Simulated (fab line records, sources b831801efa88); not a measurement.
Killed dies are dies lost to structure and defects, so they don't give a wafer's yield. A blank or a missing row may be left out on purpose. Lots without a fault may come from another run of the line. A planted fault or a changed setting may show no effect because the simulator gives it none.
fab line records | flow sky130 | part 1 of 2: steps 1 to 29 of 41
record lots=5 wafers=15 last_day=50
route steps=708 shown POLY_GATE@232 LDD_N@237 LDD_P@255 LDD_HVN@267
lots that met no fault: from a run of the same line without faults
start_h: hours from the record's first day to the start of the lot's first wafer shown | wait_h: hours since the lot's step before | " the same as in the row above | L1.1+2: a row that stands for several wafers | - no value, or no start given | * or withheld: withheld | < > ~ a bound
route shown NAME@n: a module of which the file shows steps, and the number in the route of the first | usual: mean/standard deviation of fault-free wafers | same: alike in all rows | chamber/n: place in a boat | sites: the reading at each site | _std_site: their standard deviation | _edge_site: outer sites' mean less inner sites' | radius_mm: how far each site lies from the wafer's centre | mask NAME#n: copy n | behind: the tool/chamber that last shaped the wafer | hold: why the lot was held/for how many hours/how that ended | device: the transistor (n, p or np) that didn't switch | end of line: the same wafers' tests at the end of the route | a step without rows: its recipe alone | killed: dies lost to structure and defects at the first sort, not the wafer's yield | map: a wafer's dies, x killed, . not, _ none there
set.NAME: the setting as run; set.NAME@STEP: as run at that earlier step | model.NAME: the simulator's own value behind a step, which no gauge read
lots at some steps of the route; a table a step, a row a wafer
services: from which hour (start_h, from the record's first day; less than 0 if before it) a tool's chamber was out of use, for how many hours, and why
## steps
# step SKY_POLY_GATE_STRIP_18
# recipe chemistry=O2/N2 power_w=1400 pressure_mtorr=1500 platen_temp_c=withheld o2_flow_sccm=3000 n2_flow_sccm=300 overash_fraction=0.5
# usual drypump_motor_current_A=5.5/0.35 oes_product_au=0.360/0.0047 strip_time_to_endpoint_s=3.17/0.039
# columns lot.wafer tool chamber start_h wait_h drypump_motor_current_A oes_product_au rf_hours_counter_h strip_time_to_endpoint_s
L074.3 plasma_asher-04 0 392.02 0.1 5.9 0.361 - 3.18
L074.4 " 1 " " 5.9 0.363 - 3.14
L074.5 " 1 " " 5.9 0.351 - 3.18
L076.1 plasma_asher-04 0 407.48 0.0 5.9 0.363 69 3.21
L076.4 " 0 " " 5.9 0.362 - 3.22
L076.5 " 1 " " 5.9 0.359 - 3.18
L079.2 plasma_asher-01 0 441.91 0.0 5.1 0.363 30 3.18
L079.3 " 0 " " 5.1 0.351 - 3.07
L079.5 " 1 " " 5.3 0.361 - 3.09
L086.1 plasma_asher-04 1 494.01 0.0 5.9 0.368 6 3.19
L086.2 " 0 " " 5.9 0.350 6 3.17
L086.3 " 1 " " 5.9 0.360 - 3.19
L092.1 plasma_asher-04 1 531.71 0.0 5.8 0.360 10 3.14
L092.3 " 1 " " 5.9 0.364 - 3.16
L092.4 " 0 " " 6.0 0.360 - 3.21
# step SKY_POLY_GATE_CLEAN_19
# recipe chemistry=SC1/SC2 mix=1:4:20 temp_c=70 time_s=150 dry=n2_spin
# columns lot.wafer tool chamber start_h wait_h
L074.3+4+5 wet_bench-04 3 392.08 0.0
L076.1+4+5 wet_bench-01 2 407.58 0.1
L079.2+3+5 wet_bench-03 2 442.01 0.1
L086.1+2+3 wet_bench-04 1 494.11 0.1
L092.1+3+4 wet_bench-04 3 531.81 0.1
# step SKY_POLY_GATE_OXIDATION_20
# recipe temp_c=850 ambient=O2 stabilise_s=600 purge_s=300 target_thk_a=40 ox_time_s=899
# usual ox_temp_c=850.0/0.39 spike_tc_centre_C=849.8/1 tube_center_temp_C=850.00/0.088
# same ox_time_s=899 stabilise_s=600
# columns lot.wafer tool chamber start_h wait_h ox_temp_c spike_tc_centre_C tube_center_temp_C
L074.3 furnace-01 0 392.44 0.3 850.6 849.7 849.98
L074.4 " 0 " " 850.0 852.3 850.06
L074.5 " 0 " " 850.2 850.3 849.96
L076.1 furnace-01 0 407.63 0.0 849.3 850.4 850.08
L076.4 " 0 " " 849.4 849.6 849.91
L076.5 " 0 " " 849.5 849.8 849.95
L079.2 furnace-02 0 442.06 0.0 849.8 850.6 850.02
L079.3 " 0 " " 850.5 848.4 850.00
L079.5 " 0 " " 849.5 849.4 850.04
L086.1 furnace-02 0 494.16 0.0 849.1 849.0 849.98
L086.2 " 0 " " 849.4 848.8 850.03
L086.3 " 0 " " 849.5 848.6 849.96
L092.1 furnace-01 0 531.86 0.0 849.9 850.4 849.86
L092.3 " 0 " " 849.9 848.6 849.93
L092.4 " 0 " " 849.6 850.2 849.84
# step SKY_POLY_GATE_THK_MEAS_21
# recipe reads=SiO2_of_POLY_GATE_OXIDATION_20
# usual POLY_GATE_OXIDATION_THK=3.99/0.082
# columns lot.wafer tool chamber start_h wait_h POLY_GATE_OXIDATION_THK[nm]
L074.3 film_metro-02 - 393.71 0.0 4.05
L074.4 " - " " 4.03
L074.5 " - " " 4.06
L076.1 film_metro-04 - 408.88 0.0 3.93
L076.4 " - " " 3.88
L076.5 " - " " 3.90
L079.2 film_metro-03 - 443.32 0.0 3.90
L079.3 " - " " 3.93
L079.5 " - " " 3.92
L086.1 film_metro-02 - 495.41 0.0 4.04
L086.2 " - " " 3.94
L086.3 " - " " 4.04
L092.1 film_metro-02 - 533.11 0.0 4.00
L092.3 " - " " 4.08
L092.4 " - " " 4.09
# step SKY_POLY_GATE_CD_MEAS_22
# usual cd_nm=152.1/2
# columns lot.wafer tool chamber start_h wait_h cd_nm
L074.3 cd_sem-01 - 393.81 0.1 151.7
L074.4 " - " " 151.2
L074.5 " - " " 151.8
L076.1 cd_sem-02 - 408.94 0.1 151.7
L076.4 " - " " 152.6
L076.5 " - " " 152.5
L079.2 cd_sem-02 - 443.40 0.1 153.8
L079.3 " - " " 152.3
L079.5 " - " " 151.0
L086.1 cd_sem-01 - 495.47 0.1 151.3
L086.2 " - " " 152.0
L086.3 " - " " 152.4
L092.1 cd_sem-02 - 533.17 0.1 154.7
L092.3 " - " " 149.6
L092.4 " - " " 154.3
# step SKY_LDD_N_DEHYDRATE_00
# recipe temp_c=200 time_s=60
# columns lot.wafer tool chamber start_h wait_h
L074.3+4+5 litho_track-01 0 407.29 13.5
L076.1+4+5 litho_track-03 0 423.19 14.2
L079.2+3+5 litho_track-04 0 458.72 15.3
L086.1+2+3 litho_track-03 0 510.69 15.2
L092.1+3+4 litho_track-03 0 548.34 15.1
# step SKY_LDD_N_HMDS_01
# recipe prime_time_s=60 prime_temp_c=120
# columns lot.wafer tool chamber start_h wait_h
L074.3+4+5 litho_track-01 0 407.44 0.1
L076.1+4+5 litho_track-03 0 423.34 0.1
L079.2+3+5 litho_track-04 0 458.87 0.1
L086.1+2+3 litho_track-03 0 510.84 0.1
L092.1+3+4 litho_track-03 0 548.49 0.1
# step SKY_LDD_N_COAT_02
# recipe resist=NOVOLAK spin_rpm=3000 resist_thk_nm=300
# columns lot.wafer tool chamber start_h wait_h
L074.3+4+5 litho_track-01 0 407.59 0.1
L076.1+4+5 litho_track-03 0 423.49 0.1
L079.2+3+5 litho_track-04 0 459.02 0.1
L086.1+2+3 litho_track-03 0 510.99 0.1
L092.1+3+4 litho_track-03 0 548.64 0.1
# step SKY_LDD_N_SOFTBAKE_03
# recipe temp_c=90 time_s=60 resist=NOVOLAK
# columns lot.wafer tool chamber start_h wait_h
L074.3+4+5 litho_track-01 0 407.74 0.1
L076.1+4+5 litho_track-03 0 423.64 0.1
L079.2+3+5 litho_track-04 0 459.17 0.1
L086.1+2+3 litho_track-03 0 511.14 0.1
L092.1+3+4 litho_track-03 0 548.79 0.1
# step SKY_LDD_N_EXPOSE_04
# recipe mask_id=NTM target_cd_nm=840 na=0.6 source_shape=conventional sigma_outer=0.6 dose_mj=110
# usual stage_vel_mm_s=499.95/0.28
# columns lot.wafer tool chamber start_h wait_h mask stage_vel_mm_s
L074.3 iline_stepper-01 0 - - NTM#0 500.35
L074.4 " 0 " " NTM#0 500.43
L074.5 " 0 " " NTM#0 500.42
L076.1 iline_stepper-02 0 - - NTM#0 499.79
L076.4 " 0 " " NTM#0 500.41
L076.5 " 0 " " NTM#0 500.26
L079.2 iline_stepper-01 0 - - NTM#0 500.41
L079.3 " 0 " " NTM#0 500.19
L079.5 " 0 " " NTM#0 500.27
L086.1 iline_stepper-02 0 - - NTM#0 499.44
L086.2 " 0 " " NTM#0 499.49
L086.3 " 0 " " NTM#0 499.74
L092.1 iline_stepper-01 0 - - NTM#0 500.32
L092.3 " 0 " " NTM#0 500.32
L092.4 " 0 " " NTM#0 499.96
# step SKY_LDD_N_PEB_05
# recipe temp_c=withheld time_s=* resist=NOVOLAK
# columns lot.wafer tool chamber start_h wait_h
L074.3+4+5 litho_track-03 0 - -
L076.1+4+5 litho_track-01 0 - -
L079.2+3+5 litho_track-04 0 - -
L086.1+2+3 litho_track-04 0 - -
L092.1+3+4 litho_track-04 0 - -
# step SKY_LDD_N_DEVELOP_06
# recipe develop_time_s=60 dev_temp_c=23
# columns lot.wafer tool chamber start_h wait_h
L074.3+4+5 litho_track-03 0 422.49 0.1
L076.1+4+5 litho_track-01 0 437.79 0.1
L079.2+3+5 litho_track-04 0 473.62 0.1
L086.1+2+3 litho_track-04 0 525.69 0.1
L092.1+3+4 litho_track-04 0 562.34 0.1
# step SKY_LDD_N_OVL_MEAS_07
# usual LDD_N_OVL=0.8/1.5
# columns lot.wafer tool chamber start_h wait_h LDD_N_OVL[nm]
L074.3 overlay-02 - 422.60 0.1 -0.9
L074.4 " - " " -0.3
L074.5 " - " " 0.5
L076.1 overlay-02 - 437.94 0.1 3.4
L076.4 " - " " 4.2
L076.5 " - " " 3.4
L079.2 overlay-02 - 473.75 0.1 -2.0
L079.3 " - " " -2.6
L079.5 " - " " 0.2
L086.1 overlay-01 - 525.84 0.1 -1.2
L086.2 " - " " 0.4
L086.3 " - " " 2.1
L092.1 overlay-02 - 562.49 0.1 1.8
L092.3 " - " " 2.1
L092.4 " - " " 2.4
# step SKY_LDD_N_IMPLANT_08
# recipe species=As energy_kev=20 dose_cm2=7.5e+13 tilt_deg=withheld rotation_deg=23
# usual end_station_pressure_torr=5.32e-06/2.4e-07
# columns lot.wafer tool chamber start_h wait_h end_station_pressure_torr
L074.3 implanter-01 0 422.67 0.1 4.98e-06
L074.4 " 0 " " 5.35e-06
L074.5 " 0 " " 5.42e-06
L076.1 implanter-02 0 437.97 0.0 5.52e-06
L076.4 " 0 " " 5.31e-06
L076.5 " 0 " " 5.28e-06
L079.2 implanter-02 0 473.80 0.0 5.3e-06
L079.3 " 0 " " 5.45e-06
L079.5 " 0 " " 5.68e-06
L086.1 implanter-02 0 525.88 0.0 5.2e-06
L086.2 " 0 " " 5.13e-06
L086.3 " 0 " " 5.41e-06
L092.1 implanter-02 0 562.53 0.0 5.25e-06
L092.3 " 0 " " 5.28e-06
L092.4 " 0 " " 5.48e-06
# step SKY_LDD_N_IMPLANT_09
# recipe species=As energy_kev=20 dose_cm2=7.5e+13 tilt_deg=withheld rotation_deg=113
# usual end_station_pressure_torr=5.36e-06/2.9e-07
# columns lot.wafer tool chamber start_h wait_h end_station_pressure_torr
L074.3 implanter-01 0 422.82 0.1 5.64e-06
L074.4 " 0 " " 5.6e-06
L074.5 " 0 " " 4.94e-06
L076.1 implanter-02 0 438.12 0.1 5.25e-06
L076.4 " 0 " " 5.82e-06
L076.5 " 0 " " 5.31e-06
L079.2 implanter-02 0 473.95 0.1 5.07e-06
L079.3 " 0 " " 5.47e-06
L079.5 " 0 " " 5.43e-06
L086.1 implanter-02 0 526.03 0.1 5.84e-06
L086.2 " 0 " " 5.56e-06
L086.3 " 0 " " 5.43e-06
L092.1 implanter-02 0 562.68 0.1 5.51e-06
L092.3 " 0 " " 4.87e-06
L092.4 " 0 " " 5.09e-06
# step SKY_LDD_N_IMPLANT_10
# recipe species=As energy_kev=20 dose_cm2=7.5e+13 tilt_deg=withheld rotation_deg=203
# usual end_station_pressure_torr=5.33e-06/2.8e-07
# columns lot.wafer tool chamber start_h wait_h end_station_pressure_torr
L074.3 implanter-01 0 422.97 0.1 4.56e-06
L074.4 " 0 " " 5.08e-06
L074.5 " 0 " " 5.62e-06
L076.1 implanter-02 0 438.27 0.1 4.66e-06
L076.4 " 0 " " 4.81e-06
L076.5 " 0 " " 5.91e-06
L079.2 implanter-02 0 474.10 0.1 5.39e-06
L079.3 " 0 " " 4.92e-06
L079.5 " 0 " " 4.92e-06
L086.1 implanter-02 0 526.18 0.1 5.73e-06
L086.2 " 0 " " 5.02e-06
L086.3 " 0 " " 5.61e-06
L092.1 implanter-02 0 562.83 0.1 4.96e-06
L092.3 " 0 " " 5.51e-06
L092.4 " 0 " " 5.46e-06
# step SKY_LDD_N_IMPLANT_11
# recipe species=As energy_kev=20 dose_cm2=7.5e+13 tilt_deg=withheld rotation_deg=293
# usual end_station_pressure_torr=5.34e-06/2.7e-07
# columns lot.wafer tool chamber start_h wait_h end_station_pressure_torr
L074.3 implanter-01 0 423.12 0.1 5.46e-06
L074.4 " 0 " " 5.17e-06
L074.5 " 0 " " 4.93e-06
L076.1 implanter-02 0 438.42 0.1 5.17e-06
L076.4 " 0 " " 4.93e-06
L076.5 " 0 " " 5.18e-06
L079.2 implanter-02 0 474.25 0.1 5.33e-06
L079.3 " 0 " " 5.32e-06
L079.5 " 0 " " 5.32e-06
L086.1 implanter-02 0 526.33 0.1 5.33e-06
L086.2 " 0 " " 5.42e-06
L086.3 " 0 " " 5.99e-06
L092.1 implanter-02 0 562.98 0.1 5.37e-06
L092.3 " 0 " " 5.28e-06
L092.4 " 0 " " 5.13e-06
# step SKY_LDD_N_IMPLANT_12
# recipe species=BF2 energy_kev=50 dose_cm2=5e+12 tilt_deg=30 rotation_deg=0
# usual end_station_pressure_torr=5e-06/2.7e-07
# columns lot.wafer tool chamber start_h wait_h end_station_pressure_torr
L074.3 implanter-01 0 423.27 0.1 4.78e-06
L074.4 " 0 " " 4.85e-06
L074.5 " 0 " " 4.95e-06
L076.1 implanter-02 0 438.57 0.1 5.09e-06
L076.4 " 0 " " 5e-06
L076.5 " 0 " " 5.31e-06
L079.2 implanter-02 0 474.40 0.1 4.86e-06
L079.3 " 0 " " 5.51e-06
L079.5 " 0 " " 4.98e-06
L086.1 implanter-02 0 526.48 0.1 4.9e-06
L086.2 " 0 " " 4.38e-06
L086.3 " 0 " " 5.1e-06
L092.1 implanter-02 0 563.13 0.1 4.58e-06
L092.3 " 0 " " 5.03e-06
L092.4 " 0 " " 5.23e-06
# step SKY_LDD_N_IMPLANT_13
# recipe species=BF2 energy_kev=50 dose_cm2=5e+12 tilt_deg=30 rotation_deg=90
# usual end_station_pressure_torr=5e-06/2.6e-07
# columns lot.wafer tool chamber start_h wait_h end_station_pressure_torr
L074.3 implanter-01 0 423.42 0.1 4.69e-06
L074.4 " 0 " " 4.48e-06
L074.5 " 0 " " 4.7e-06
L076.1 implanter-02 0 438.72 0.1 5.07e-06
L076.4 " 0 " " 5.19e-06
L076.5 " 0 " " 5e-06
L079.2 implanter-02 0 474.55 0.1 5.39e-06
L079.3 " 0 " " 5.05e-06
L079.5 " 0 " " 5.08e-06
L086.1 implanter-02 0 526.63 0.1 4.67e-06
L086.2 " 0 " " 5.1e-06
L086.3 " 0 " " 4.87e-06
L092.1 implanter-02 0 563.28 0.1 5.27e-06
L092.3 " 0 " " 4.72e-06
L092.4 " 0 " " 5.12e-06
# step SKY_LDD_N_IMPLANT_14
# recipe species=BF2 energy_kev=50 dose_cm2=5e+12 tilt_deg=30 rotation_deg=180
# usual end_station_pressure_torr=5.02e-06/2.7e-07
# columns lot.wafer tool chamber start_h wait_h end_station_pressure_torr
L074.3 implanter-01 0 423.57 0.1 5.11e-06
L074.4 " 0 " " 5.1e-06
L074.5 " 0 " " 4.79e-06
L076.1 implanter-02 0 438.87 0.1 4.83e-06
L076.4 " 0 " " 4.66e-06
L076.5 " 0 " " 4.7e-06
L079.2 implanter-02 0 474.70 0.1 5.09e-06
L079.3 " 0 " " 4.88e-06
L079.5 " 0 " " 4.91e-06
L086.1 implanter-02 0 526.78 0.1 5.08e-06
L086.2 " 0 " " 4.93e-06
L086.3 " 0 " " 4.74e-06
L092.1 implanter-02 0 563.43 0.1 4.94e-06
L092.3 " 0 " " 5.41e-06
L092.4 " 0 " " 5.31e-06
# step SKY_LDD_N_IMPLANT_15
# recipe species=BF2 energy_kev=50 dose_cm2=5e+12 tilt_deg=30 rotation_deg=270
# usual end_station_pressure_torr=5.01e-06/2.6e-07
# columns lot.wafer tool chamber start_h wait_h end_station_pressure_torr
L074.3 implanter-01 0 423.72 0.1 5.15e-06
L074.4 " 0 " " 5.51e-06
L074.5 " 0 " " 5.08e-06
L076.1 implanter-02 0 439.02 0.1 5e-06
L076.4 " 0 " " 4.77e-06
L076.5 " 0 " " 4.73e-06
L079.2 implanter-02 0 474.85 0.1 5.2e-06
L079.3 " 0 " " 5.01e-06
L079.5 " 0 " " 4.88e-06
L086.1 implanter-02 0 526.93 0.1 4.9e-06
L086.2 " 0 " " 4.64e-06
L086.3 " 0 " " 4.68e-06
L092.1 implanter-02 0 563.58 0.1 4.87e-06
L092.3 " 0 " " 4.98e-06
L092.4 " 0 " " 5e-06
# step SKY_LDD_N_STRIP_16
# recipe chemistry=O2/N2 power_w=1400 pressure_mtorr=1500 platen_temp_c=withheld o2_flow_sccm=3000 n2_flow_sccm=300 overash_fraction=0.5
# usual drypump_motor_current_A=5.39/0.26 oes_product_au=0.407/0.0041 strip_time_to_endpoint_s=4.317/0.015
# columns lot.wafer tool chamber start_h wait_h drypump_motor_current_A oes_product_au rf_hours_counter_h strip_time_to_endpoint_s
L074.3 plasma_asher-03 1 423.86 0.1 5.26 0.409 - 4.277
L074.4 " 0 " " 5.32 0.413 - 4.322
L074.5 " 1 " " 5.29 0.412 - 4.282
L076.1 plasma_asher-03 1 439.17 0.1 5.28 0.402 64 4.323
L076.4 " 0 " " 5.30 0.408 - 4.339
L076.5 " 0 " " 5.29 0.406 - 4.322
L079.2 plasma_asher-02 1 474.98 0.1 5.94 0.401 79 4.299
L079.3 " 0 " " 5.70 0.406 - 4.316
L079.5 " 0 " " 5.70 0.404 - 4.324
L086.1 plasma_asher-03 1 527.08 0.1 5.25 0.406 72 4.317
L086.2 " 0 " " 5.30 0.406 72 4.303
L086.3 " 1 " " 5.27 0.408 - 4.300
L092.1 plasma_asher-01 1 563.73 0.1 5.32 0.408 44 4.317
L092.3 " 1 " " 5.32 0.399 - 4.330
L092.4 " 0 " " 5.10 0.404 - 4.324
# step SKY_LDD_N_TW_MEAS_17
# usual LDD_N_TW=2552/14
# columns lot.wafer tool chamber start_h wait_h LDD_N_TW
L074.3 film_metro-03 - 423.94 0.1 2545
L074.4 " - " " 2558
L074.5 " - " " 2561
L076.1 film_metro-02 - 439.27 0.1 2545
L076.4 " - " " 2557
L076.5 " - " " 2558
L079.2 film_metro-02 - 475.09 0.1 2549
L079.3 " - " " 2532
L079.5 " - " " 2547
L086.1 film_metro-02 - 527.18 0.1 2543
L086.2 " - " " 2556
L086.3 " - " " 2541
L092.1 film_metro-01 - 563.83 0.1 2574
L092.3 " - " " 2584
L092.4 " - " " 2565
# step SKY_LDD_P_DEHYDRATE_00
# recipe temp_c=200 time_s=60
# columns lot.wafer tool chamber start_h wait_h
L074.3+4+5 litho_track-02 0 437.67 13.7
L076.1+4+5 litho_track-04 0 454.49 15.2
L079.2+3+5 litho_track-02 0 489.74 14.6
L086.1+2+3 litho_track-01 0 541.84 14.7
L092.1+3+4 litho_track-01 0 578.69 14.9
# step SKY_LDD_P_HMDS_01
# recipe prime_time_s=60 prime_temp_c=120
# columns lot.wafer tool chamber start_h wait_h
L074.3+4+5 litho_track-02 0 437.82 0.1
L076.1+4+5 litho_track-04 0 454.64 0.1
L079.2+3+5 litho_track-02 0 489.89 0.1
L086.1+2+3 litho_track-01 0 541.99 0.1
L092.1+3+4 litho_track-01 0 578.84 0.1
# step SKY_LDD_P_COAT_02
# recipe resist=NOVOLAK spin_rpm=3000 resist_thk_nm=1140
# columns lot.wafer tool chamber start_h wait_h
L074.3+4+5 litho_track-02 0 437.97 0.1
L076.1+4+5 litho_track-04 0 454.79 0.1
L079.2+3+5 litho_track-02 0 490.04 0.1
L086.1+2+3 litho_track-01 0 542.14 0.1
L092.1+3+4 litho_track-01 0 578.99 0.1
# step SKY_LDD_P_SOFTBAKE_03
# recipe temp_c=90 time_s=60 resist=NOVOLAK
# columns lot.wafer tool chamber start_h wait_h
L074.3+4+5 litho_track-02 0 438.12 0.1
L076.1+4+5 litho_track-04 0 454.94 0.1
L079.2+3+5 litho_track-02 0 490.19 0.1
L086.1+2+3 litho_track-01 0 542.29 0.1
L092.1+3+4 litho_track-01 0 579.14 0.1
# step SKY_LDD_P_EXPOSE_04
# recipe mask_id=PSDM na=0.6 source_shape=conventional sigma_outer=0.6 polarization=unpolarized target_cd_nm=380 dose_mj=138
# usual stage_vel_mm_s=500.04/0.23
# columns lot.wafer tool chamber start_h wait_h mask stage_vel_mm_s
L074.3 iline_stepper-01 0 - - PSDM#0 500.11
L074.4 " 0 " " PSDM#0 499.79
L074.5 " 0 " " PSDM#0 499.95
L076.1 iline_stepper-01 0 - - PSDM#0 499.79
L076.4 " 0 " " PSDM#0 499.80
L076.5 " 0 " " PSDM#0 499.91
L079.2 iline_stepper-01 0 - - PSDM#0 500.03
L079.3 " 0 " " PSDM#0 500.09
L079.5 " 0 " " PSDM#0 500.19
L086.1 iline_stepper-02 0 - - PSDM#0 500.03
L086.2 " 0 " " PSDM#0 500.05
L086.3 " 0 " " PSDM#0 500.06
L092.1 iline_stepper-01 0 - - PSDM#0 500.05
L092.3 " 0 " " PSDM#0 499.99
L092.4 " 0 " " PSDM#0 499.90
# step SKY_LDD_P_PEB_05
# recipe temp_c=withheld time_s=* resist=NOVOLAK
# columns lot.wafer tool chamber start_h wait_h
L074.3+4+5 litho_track-04 0 - -
L076.1+4+5 litho_track-04 0 - -
L079.2+3+5 litho_track-02 0 - -
L086.1+2+3 litho_track-02 0 - -
L092.1+3+4 litho_track-01 0 - -
